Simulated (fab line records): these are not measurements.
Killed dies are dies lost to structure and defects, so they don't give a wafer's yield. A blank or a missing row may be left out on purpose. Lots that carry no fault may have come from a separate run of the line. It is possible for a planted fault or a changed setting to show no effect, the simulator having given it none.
fab line records	flow gf180mcu
record: lots: 24	wafers: 72	last_day: 34
route steps=602 shown SAB@265 V1@338 V2@392 M3@410
lots that met no fault: from a run of the same line without faults
start_h: hours from the record's opening day to when the first of the lot's shown wafers began	wait_h: time in hours since the lot's previous step	" the same as in the row above	L1.1+2: several wafers, shown together as one row	- no value present, or no start provided	* or withheld: withheld	< > ~ a bound
route shown NAME@n: a module of which the file shows steps, and the number in the route of the first	usual: the fault-free wafers' mean and standard deviation	same: alike in all rows	chamber/n: place in a boat	sites: per-site readings	_std_site: the standard deviation of these	_edge_site: outer sites' mean less inner sites'	radius_mm: how far each site lies from the wafer's centre	mask NAME#n: copy n	behind: the tool/chamber that last shaped the wafer	hold: the reason the lot was held/the length of the hold in hours/how it ended	device: names the non-switching transistor (n, p or np)	end of line: tests run on the same wafers once the route is complete	a step with no rows: only its recipe	killed: count of dies lost to structure and defects at first sort (not the wafer's yield)	map: dies across one wafer; x = killed, . = not, _ = none there
set.NAME: the setting that was run; set.NAME@STEP: the one run at that earlier step	model.NAME: the simulator's own value behind a step, which no gauge read
route steps across a sampled set of lots; one table per step, one row per wafer
services: the hour from which a tool's chamber was out of use, counted from the record's first day as start_h (under 0 if before that day), plus the number of hours and why
== steps ==
step: GF_SAB_THK_MEAS_01
recipe: reads: SiO2_of_SAB_CVD_00
usual: SAB_CVD_00_THK: 50.0/0.68
lot.wafer	tool	chamber	start_h	wait_h	SAB_CVD_00_THK[nm]
L074.1	film_metro-01	-	314.79	0.0	49.5
L074.2	"	-	"	"	49.8
L074.6	"	-	"	"	49.7
L075.3	film_metro-01	-	323.21	0.0	49.7
L075.5	"	-	"	"	50.9
L075.6	"	-	"	"	50.8
L076.2	film_metro-01	-	330.20	0.0	50.2
L076.3	"	-	"	"	49.7
L076.5	"	-	"	"	50.4
L077.3	film_metro-02	-	340.49	0.0	48.7
L077.4	"	-	"	"	50.2
L077.5	"	-	"	"	50.6
L078.1	film_metro-02	-	348.08	0.0	49.1
L078.3	"	-	"	"	48.7
L078.6	"	-	"	"	50.6
L079.1	film_metro-02	-	359.47	0.0	50.1
L079.3	"	-	"	"	49.9
L079.4	"	-	"	"	50.6
L080.1	film_metro-01	-	368.20	0.0	50.2
L080.2	"	-	"	"	50.3
L080.3	"	-	"	"	50.3
L081.1	film_metro-02	-	378.85	0.0	48.9
L081.4	"	-	"	"	50.0
L081.6	"	-	"	"	51.0
L083.1	film_metro-02	-	389.24	0.0	49.7
L083.5	"	-	"	"	50.9
L083.6	"	-	"	"	50.2
L082.2	film_metro-02	-	393.23	0.0	48.9
L082.5	"	-	"	"	50.4
L082.6	"	-	"	"	50.1
L084.1	film_metro-01	-	412.79	0.0	49.1
L084.5	"	-	"	"	50.8
L084.6	"	-	"	"	49.8
L085.1	film_metro-02	-	424.60	0.0	49.2
L085.2	"	-	"	"	48.8
L085.4	"	-	"	"	50.2
L086.3	film_metro-04	-	427.31	0.0	50.1
L086.5	"	-	"	"	50.9
L086.6	"	-	"	"	50.9
L087.1	film_metro-02	-	435.14	0.0	48.1
L087.3	"	-	"	"	49.4
L087.4	"	-	"	"	49.3
L088.1	film_metro-04	-	443.17	0.0	50.3
L088.2	"	-	"	"	50.4
L088.3	"	-	"	"	49.8
L089.2	film_metro-01	-	456.65	0.0	49.6
L089.3	"	-	"	"	49.5
L089.5	"	-	"	"	50.5
L090.2	film_metro-01	-	460.85	0.0	48.6
L090.3	"	-	"	"	50.0
L090.5	"	-	"	"	49.8
L091.2	film_metro-01	-	461.04	0.1	49.8
L091.4	"	-	"	"	50.2
L091.5	"	-	"	"	50.6
L092.2	film_metro-04	-	473.02	0.0	49.8
L092.3	"	-	"	"	50.9
L092.6	"	-	"	"	50.7
L093.1	film_metro-04	-	475.44	0.0	49.4
L093.3	"	-	"	"	49.9
L093.4	"	-	"	"	49.5
L094.1	film_metro-01	-	493.84	0.0	50.4
L094.4	"	-	"	"	51.4
L094.5	"	-	"	"	51.2
L095.1	film_metro-04	-	495.35	0.0	48.9
L095.4	"	-	"	"	51.5
L095.6	"	-	"	"	50.2
L096.2	film_metro-01	-	500.85	0.0	49.9
L096.4	"	-	"	"	50.7
L096.5	"	-	"	"	49.9
L097.2	film_metro-02	-	510.95	0.0	49.2
L097.4	"	-	"	"	49.6
L097.5	"	-	"	"	49.9
step: GF_V1_THK_MEAS_03
recipe: reads: SiO2_of_V1_CVD_02
usual: V1_CVD_02_THK: 859/12
lot.wafer	tool	chamber	start_h	wait_h	V1_CVD_02_THK[nm]
L074.1	film_metro-01	-	383.98	0.0	838
L074.2	"	-	"	"	852
L074.6	"	-	"	"	855
L075.3	film_metro-01	-	391.76	0.1	854
L075.5	"	-	"	"	869
L075.6	"	-	"	"	874
L076.2	film_metro-04	-	399.34	0.0	860
L076.3	"	-	"	"	842
L076.5	"	-	"	"	856
L077.3	film_metro-01	-	412.16	0.1	844
L077.4	"	-	"	"	883
L077.5	"	-	"	"	867
L078.1	film_metro-04	-	419.77	0.0	865
L078.3	"	-	"	"	870
L078.6	"	-	"	"	875
L079.1	film_metro-02	-	433.11	0.0	840
L079.3	"	-	"	"	848
L079.4	"	-	"	"	836
L080.1	film_metro-04	-	440.98	0.0	840
L080.2	"	-	"	"	846
L080.3	"	-	"	"	860
L081.1	film_metro-01	-	453.69	0.0	842
L081.4	"	-	"	"	859
L081.6	"	-	"	"	871
L083.1	film_metro-04	-	464.39	0.1	849
L083.5	"	-	"	"	860
L083.6	"	-	"	"	872
L082.2	film_metro-02	-	469.85	0.1	854
L082.5	"	-	"	"	891
L082.6	"	-	"	"	877
L084.1	film_metro-04	-	488.65	0.0	862
L084.5	"	-	"	"	864
L084.6	"	-	"	"	869
L085.1	film_metro-01	-	499.65	0.0	847
L085.2	"	-	"	"	847
L085.4	"	-	"	"	858
L086.3	film_metro-02	-	502.97	0.1	874
L086.5	"	-	"	"	868
L086.6	"	-	"	"	893
L087.1	film_metro-02	-	510.74	0.0	860
L087.3	"	-	"	"	852
L087.4	"	-	"	"	859
L088.1	film_metro-02	-	519.42	0.0	856
L088.2	"	-	"	"	859
L088.3	"	-	"	"	842
L089.2	film_metro-02	-	531.44	0.0	842
L089.3	"	-	"	"	841
L089.5	"	-	"	"	850
L090.2	film_metro-02	-	535.75	0.0	849
L090.3	"	-	"	"	858
L090.5	"	-	"	"	869
L091.2	film_metro-04	-	536.49	0.0	850
L091.4	"	-	"	"	857
L091.5	"	-	"	"	855
L092.2	film_metro-01	-	546.98	0.0	858
L092.3	"	-	"	"	851
L092.6	"	-	"	"	846
L093.1	film_metro-01	-	549.00	0.1	856
L093.3	"	-	"	"	854
L093.4	"	-	"	"	851
L094.1	film_metro-04	-	566.71	0.0	858
L094.4	"	-	"	"	866
L094.5	"	-	"	"	865
L095.1	film_metro-01	-	567.34	0.0	854
L095.4	"	-	"	"	857
L095.6	"	-	"	"	863
L096.2	film_metro-02	-	572.44	0.0	838
L096.4	"	-	"	"	852
L096.5	"	-	"	"	852
L097.2	film_metro-01	-	581.29	0.0	857
L097.4	"	-	"	"	868
L097.5	"	-	"	"	882
step: GF_V2_SOFTBAKE_10
recipe: temp_c: 130	time_s: 62.22	resist: KrF
usual: plate_sensor_t_centre_C: 131.02/0.01	plate_sensor_t_edge_C: 131.21/0.0085
lot.wafer	tool	chamber	start_h	wait_h	plate_sensor_t_centre_C	plate_sensor_t_edge_C
L074.1	litho_track-01	0	-	-	131.01	131.21
L074.2	"	0	"	"	131	131.22
L074.6	"	0	"	"	131.02	131.2
L075.3	litho_track-02	0	-	-	131.01	131.2
L075.5	"	0	"	"	131.02	131.2
L075.6	"	0	"	"	131.01	131.21
L076.2	litho_track-04	0	-	-	131.03	131.21
L076.3	"	0	"	"	131.02	131.2
L076.5	"	0	"	"	131.02	131.21
L077.3	litho_track-01	0	-	-	131.01	131.2
L077.4	"	0	"	"	131.01	131.2
L077.5	"	0	"	"	131.02	131.23
L078.1	litho_track-04	0	-	-	131.01	131.21
L078.3	"	0	"	"	131.03	131.2
L078.6	"	0	"	"	131.03	131.22
L079.1	litho_track-02	0	-	-	131.01	131.2
L079.3	"	0	"	"	131	131.21
L079.4	"	0	"	"	131.01	131.2
L080.1	litho_track-02	0	-	-	131.01	131.22
L080.2	"	0	"	"	131	131.2
L080.3	"	0	"	"	131.02	131.2
L081.1	litho_track-02	0	-	-	131.02	131.21
L081.4	"	0	"	"	131.02	131.21
L081.6	"	0	"	"	131.02	131.21
L083.1	litho_track-04	0	-	-	131.01	131.22
L083.5	"	0	"	"	131.01	131.22
L083.6	"	0	"	"	131.03	131.2
L082.2	litho_track-02	0	-	-	131.01	131.21
L082.5	"	0	"	"	131.02	131.2
L082.6	"	0	"	"	131.01	131.2
L084.1	litho_track-01	0	-	-	131.03	131.21
L084.5	"	0	"	"	131.01	131.22
L084.6	"	0	"	"	131.01	131.23
L085.1	litho_track-04	0	-	-	131.01	131.2
L085.2	"	0	"	"	130.99	131.21
L085.4	"	0	"	"	131.03	131.2
L086.3	litho_track-02	0	-	-	131.01	131.22
L086.5	"	0	"	"	131.01	131.21
L086.6	"	0	"	"	131	131.21
L087.1	litho_track-04	0	-	-	131.03	131.2
L087.3	"	0	"	"	131.02	131.21
L087.4	"	0	"	"	131.01	131.22
L088.1	litho_track-01	0	-	-	131	131.19
L088.2	"	0	"	"	131.04	131.21
L088.3	"	0	"	"	131.02	131.2
L089.2	litho_track-04	0	-	-	131	131.21
L089.3	"	0	"	"	131.02	131.2
L089.5	"	0	"	"	131	131.2
L090.2	litho_track-01	0	-	-	131.01	131.22
L090.3	"	0	"	"	131.01	131.21
L090.5	"	0	"	"	131.03	131.21
L091.2	litho_track-01	0	-	-	131.02	131.2
L091.4	"	0	"	"	131.03	131.21
L091.5	"	0	"	"	131.02	131.2
L092.2	litho_track-04	0	-	-	131.01	131.2
L092.3	"	0	"	"	131.03	131.21
L092.6	"	0	"	"	131	131.2
L093.1	litho_track-01	0	-	-	131.01	131.21
L093.3	"	0	"	"	131	131.2
L093.4	"	0	"	"	131.03	131.2
L094.1	litho_track-04	0	-	-	131.02	131.21
L094.4	"	0	"	"	131.01	131.2
L094.5	"	0	"	"	131.02	131.21
L095.1	litho_track-01	0	-	-	131.02	131.21
L095.4	"	0	"	"	131.01	131.21
L095.6	"	0	"	"	131.02	131.21
L096.2	litho_track-04	0	-	-	131.01	131.21
L096.4	"	0	"	"	131	131.21
L096.5	"	0	"	"	131.02	131.22
L097.2	litho_track-02	0	-	-	131.01	131.21
L097.4	"	0	"	"	131.01	131.2
L097.5	"	0	"	"	131.02	131.22
step: GF_V2_ETCH_17
recipe: chemistry: C4F8/O2/Ar	mask_material: KrF	target: SiO2	stop_on: TiN	source_w: 1500	bias_w: 1200	pressure_mtorr: 40	c4f8_flow_sccm: withheld	O2_flow_sccm: 6	Ar_flow_sccm: 300	time_s: withheld	target_depth_a: 6300
usual: bias_w: 1201/3.9	oes_product_au: 0.855/0.004
lot.wafer	tool	chamber	start_h	wait_h	bias_w	oes_product_au
L074.1	rie_diel-03	3	-	-	1201	0.855
L074.2	"	0	"	"	1202	0.859
L074.6	"	1	"	"	1207	0.861
L075.3	rie_diel-01	2	-	-	1206	0.852
L075.5	"	2	"	"	1205	0.851
L075.6	"	0	"	"	1194	0.848
L076.2	rie_diel-02	3	-	-	1200	0.854
L076.3	"	0	"	"	1205	0.852
L076.5	"	1	"	"	1191	0.857
L077.3	rie_diel-02	2	-	-	1199	0.850
L077.4	"	3	"	"	1201	0.855
L077.5	"	2	"	"	1206	0.852
L078.1	rie_diel-03	0	-	-	1203	0.849
L078.3	"	3	"	"	1200	0.854
L078.6	"	1	"	"	1194	0.850
L079.1	rie_diel-02	3	-	-	1201	0.853
L079.3	"	2	"	"	1198	0.854
L079.4	"	0	"	"	1199	0.866
L080.1	rie_diel-02	1	-	-	1204	0.865
L080.2	"	0	"	"	1196	0.849
L080.3	"	3	"	"	1201	0.860
L081.1	rie_diel-03	3	-	-	1202	0.852
L081.4	"	1	"	"	1199	0.860
L081.6	"	3	"	"	1204	0.859
L083.1	rie_diel-03	3	-	-	1199	0.853
L083.5	"	1	"	"	1205	0.855
L083.6	"	2	"	"	1192	0.852
L082.2	rie_diel-03	1	-	-	1203	0.854
L082.5	"	3	"	"	1199	0.860
L082.6	"	2	"	"	1205	0.858
L084.1	rie_diel-01	0	-	-	1203	0.853
L084.5	"	1	"	"	1196	0.852
L084.6	"	2	"	"	1205	0.867
L085.1	rie_diel-02	2	-	-	1198	0.855
L085.2	"	0	"	"	1201	0.859
L085.4	"	1	"	"	1196	0.857
L086.3	rie_diel-01	0	-	-	1195	0.848
L086.5	"	0	"	"	1203	0.856
L086.6	"	3	"	"	1199	0.853
L087.1	rie_diel-03	1	-	-	1207	0.850
L087.3	"	2	"	"	1204	0.851
L087.4	"	0	"	"	1199	0.849
L088.1	rie_diel-02	0	-	-	1194	0.856
L088.2	"	3	"	"	1196	0.853
L088.3	"	1	"	"	1200	0.862
L089.2	rie_diel-01	3	-	-	1203	0.858
L089.3	"	1	"	"	1199	0.856
L089.5	"	0	"	"	1203	0.856
L090.2	rie_diel-01	1	-	-	1199	0.852
L090.3	"	2	"	"	1200	0.854
L090.5	"	3	"	"	1204	0.852
L091.2	rie_diel-03	1	-	-	1198	0.857
L091.4	"	3	"	"	1196	0.863
L091.5	"	1	"	"	1196	0.858
L092.2	rie_diel-03	2	-	-	1202	0.853
L092.3	"	0	"	"	1193	0.853
L092.6	"	1	"	"	1202	0.858
L093.1	rie_diel-02	3	-	-	1197	0.854
L093.3	"	1	"	"	1204	0.853
L093.4	"	0	"	"	1198	0.857
L094.1	rie_diel-01	3	-	-	1204	0.851
L094.4	"	0	"	"	1206	0.854
L094.5	"	0	"	"	1202	0.865
L095.1	rie_diel-01	2	-	-	1201	0.863
L095.4	"	1	"	"	1205	0.861
L095.6	"	1	"	"	1204	0.852
L096.2	rie_diel-01	2	-	-	1199	0.861
L096.4	"	1	"	"	1203	0.852
L096.5	"	0	"	"	1200	0.851
L097.2	rie_diel-01	1	-	-	1206	0.847
L097.4	"	3	"	"	1201	0.858
L097.5	"	2	"	"	1203	0.857
step: GF_M3_SPUTTER_01
recipe: material: TiN	target_thk_nm: 30	power_w: 6500	time_s: 25	chamber_pressure_pa: 0.4
usual: cathode_dc_power_W: 6500.0/1.2	throttle_valve_pct: 30.2/0.91
lot.wafer	tool	chamber	start_h	wait_h	cathode_dc_power_W	throttle_valve_pct
L074.1	pvd_sputter-02	-	460.84	0.1	6498.9	31.9
L074.2	"	-	"	"	6499.5	31.2
L074.6	"	-	"	"	6501.6	29.4
L075.3	pvd_sputter-02	-	469.57	0.1	6500.5	29.3
L075.5	"	-	"	"	6499.3	29.5
L075.6	"	-	"	"	6501.1	31.4
L076.2	pvd_sputter-02	-	476.38	0.1	6501.0	31.3
L076.3	"	-	"	"	6498.6	29.5
L076.5	"	-	"	"	6499.1	30.9
L077.3	pvd_sputter-03	-	488.59	0.1	6500.4	30.0
L077.4	"	-	"	"	6502.2	29.4
L077.5	"	-	"	"	6500.0	29.3
L078.1	pvd_sputter-04	-	497.99	0.1	6500.8	31.3
L078.3	"	-	"	"	6501.1	29.5
L078.6	"	-	"	"	6499.4	30.9
L079.1	pvd_sputter-02	-	509.59	0.1	6501.7	29.6
L079.3	"	-	"	"	6497.9	31.0
L079.4	"	-	"	"	6499.9	31.7
L080.1	pvd_sputter-03	-	519.64	0.1	6498.9	29.5
L080.2	"	-	"	"	6497.9	30.2
L080.3	"	-	"	"	6499.6	30.7
L081.1	pvd_sputter-04	-	530.93	0.1	6501.1	28.8
L081.4	"	-	"	"	6499.4	30.1
L081.6	"	-	"	"	6500.2	30.3
L083.1	pvd_sputter-04	-	540.54	0.1	6499.1	30.9
L083.5	"	-	"	"	6499.8	31.0
L083.6	"	-	"	"	6499.1	29.3
L082.2	pvd_sputter-03	-	545.44	0.1	6498.9	29.6
L082.5	"	-	"	"	6500.0	29.6
L082.6	"	-	"	"	6500.2	30.4
L084.1	pvd_sputter-02	-	563.91	0.1	6501.5	30.8
L084.5	"	-	"	"	6500.5	31.2
L084.6	"	-	"	"	6500.1	31.6
L085.1	pvd_sputter-04	-	573.19	0.1	6500.7	30.4
L085.2	"	-	"	"	6499.9	28.2
L085.4	"	-	"	"	6498.8	30.8
L086.3	pvd_sputter-03	-	575.43	0.1	6500.5	29.2
L086.5	"	-	"	"	6500.3	29.4
L086.6	"	-	"	"	6500.2	30.0
L087.1	pvd_sputter-04	-	583.83	0.1	6501.8	28.7
L087.3	"	-	"	"	6499.4	30.2
L087.4	"	-	"	"	6499.1	30.9
L088.1	pvd_sputter-04	-	591.39	0.1	6499.4	31.1
L088.2	"	-	"	"	6499.8	28.7
L088.3	"	-	"	"	6501.2	29.6
L089.2	pvd_sputter-02	-	601.96	0.1	6500.1	31.5
L089.3	"	-	"	"	6499.3	31.6
L089.5	"	-	"	"	6501.6	29.7
L090.2	pvd_sputter-02	-	606.54	0.1	6500.4	29.1
L090.3	"	-	"	"	6499.8	31.6
L090.5	"	-	"	"	6499.5	31.5
L091.2	pvd_sputter-03	-	607.67	0.1	6500.1	29.2
L091.4	"	-	"	"	6498.3	29.4
L091.5	"	-	"	"	6500.5	29.2
L092.2	pvd_sputter-02	-	616.49	0.1	6499.2	29.5
L092.3	"	-	"	"	6499.6	31.2
L092.6	"	-	"	"	6500.9	30.8
L093.1	pvd_sputter-03	-	619.29	0.1	6499.4	29.2
L093.3	"	-	"	"	6499.4	30.7
L093.4	"	-	"	"	6498.8	30.5
L094.1	pvd_sputter-04	-	633.82	0.1	6496.9	28.2
L094.4	"	-	"	"	6500.7	31.1
L094.5	"	-	"	"	6501.0	29.6
L095.1	pvd_sputter-03	-	635.56	0.1	6502.2	29.4
L095.4	"	-	"	"	6501.2	29.2
L095.6	"	-	"	"	6499.2	31.0
L096.2	pvd_sputter-03	-	640.75	0.1	6501.5	30.7
L096.4	"	-	"	"	6500.6	29.5
L096.5	"	-	"	"	6499.5	30.2
L097.2	pvd_sputter-02	-	649.03	0.1	6500.6	30.9
L097.4	"	-	"	"	6499.5	29.4
L097.5	"	-	"	"	6498.5	31.6
step: GF_M3_CD_MEAS_14
recipe: target_cd_nm: 280
usual: cd_nm: 279.7/1
lot.wafer	tool	chamber	start_h	wait_h	cd_nm
L074.1	cd_sem-01	-	485.08	0.1	278.9
L074.2	"	-	"	"	279.4
L074.6	"	-	"	"	279.8
L075.3	cd_sem-01	-	493.37	0.1	280.2
L075.5	"	-	"	"	280.1
L075.6	"	-	"	"	279.0
L076.2	cd_sem-01	-	500.12	0.2	278.7
L076.3	"	-	"	"	280.1
L076.5	"	-	"	"	279.6
L077.3	cd_sem-02	-	512.32	0.1	280.5
L077.4	"	-	"	"	280.9
L077.5	"	-	"	"	279.3
L078.1	cd_sem-02	-	521.38	0.1	278.3
L078.3	"	-	"	"	280.3
L078.6	"	-	"	"	278.8
L079.1	cd_sem-01	-	533.08	0.1	279.4
L079.3	"	-	"	"	278.1
L079.4	"	-	"	"	278.2
L080.1	cd_sem-02	-	542.13	0.1	280.4
L080.2	"	-	"	"	279.5
L080.3	"	-	"	"	280.0
L081.1	cd_sem-01	-	553.43	0.1	279.7
L081.4	"	-	"	"	279.9
L081.6	"	-	"	"	279.3
L083.1	cd_sem-02	-	563.08	0.1	281.5
L083.5	"	-	"	"	280.7
L083.6	"	-	"	"	280.3
L082.2	cd_sem-02	-	567.40	0.1	278.8
L082.5	"	-	"	"	280.8
L082.6	"	-	"	"	280.2
L084.1	cd_sem-01	-	585.38	0.1	280.6
L084.5	"	-	"	"	279.9
L084.6	"	-	"	"	280.5
L085.1	cd_sem-02	-	595.43	0.1	281.4
L085.2	"	-	"	"	279.6
L085.4	"	-	"	"	280.5
L086.3	cd_sem-01	-	596.42	0.1	281.2
L086.5	"	-	"	"	280.4
L086.6	"	-	"	"	280.7
L087.1	cd_sem-01	-	604.58	0.1	280.9
L087.3	"	-	"	"	280.6
L087.4	"	-	"	"	279.7
L088.1	cd_sem-02	-	612.63	0.1	280.6
L088.2	"	-	"	"	280.6
L088.3	"	-	"	"	280.1
L089.2	cd_sem-01	-	622.20	0.1	279.1
L089.3	"	-	"	"	279.9
L089.5	"	-	"	"	278.7
L090.2	cd_sem-01	-	627.75	0.1	277.8
L090.3	"	-	"	"	278.4
L090.5	"	-	"	"	277.9
L091.2	cd_sem-01	-	628.30	0.1	282.2
L091.4	"	-	"	"	280.3
L091.5	"	-	"	"	281.0
L092.2	cd_sem-02	-	637.10	0.1	278.7
L092.3	"	-	"	"	278.6
L092.6	"	-	"	"	278.7
L093.1	cd_sem-02	-	639.78	0.1	279.7
L093.3	"	-	"	"	278.3
L093.4	"	-	"	"	279.5
L094.1	cd_sem-01	-	654.18	0.1	278.7
L094.4	"	-	"	"	278.2
L094.5	"	-	"	"	277.2
L095.1	cd_sem-01	-	655.68	0.1	278.6
L095.4	"	-	"	"	281.1
L095.6	"	-	"	"	278.7
L096.2	cd_sem-02	-	660.65	0.1	277.8
L096.4	"	-	"	"	279.3
L096.5	"	-	"	"	278.5
L097.2	cd_sem-02	-	668.30	0.1	280.0
L097.4	"	-	"	"	279.6
L097.5	"	-	"	"	280.9
== services ==
tool	chamber	start_h	hours	kind
pvd_sputter-04	-	423.14	9.5	repair
pvd_sputter-02	-	428.46	3.7	repair
rie_diel-02	-	432.50	2.8	pm
pvd_sputter-04	-	432.60	17.3	repair
rie_diel-02	-	450.96	15.6	pm
pvd_sputter-02	0	453.24	-	consumable_replace:kit
pvd_sputter-02	0	453.24	18.0	scheduled_down
pvd_sputter-02	0	453.24	18.0	vent_cycle
rie_diel-01	3	460.03	15.6	repair
rie_diel-03	3	471.06	8.6	repair
pvd_sputter-02	-	480.82	3.8	repair
rie_diel-03	1	501.32	5.1	repair
rie_diel-01	2	518.48	-	clean
rie_diel-01	2	518.48	20.9	scheduled_down
rie_diel-01	2	518.48	20.9	vent_cycle
pvd_sputter-02	-	527.22	1.4	repair
rie_diel-02	-	535.82	1.2	repair
rie_diel-03	-	544.86	2.8	pm
rie_diel-02	3	561.52	14.8	repair
rie_diel-03	0	562.73	1.8	repair
rie_diel-01	1	587.65	4.0	repair
pvd_sputter-02	3	606.66	-	consumable_replace:kit
pvd_sputter-02	3	606.66	18.0	scheduled_down
rie_diel-01	3	617.33	9.6	repair
== key ==
fault none
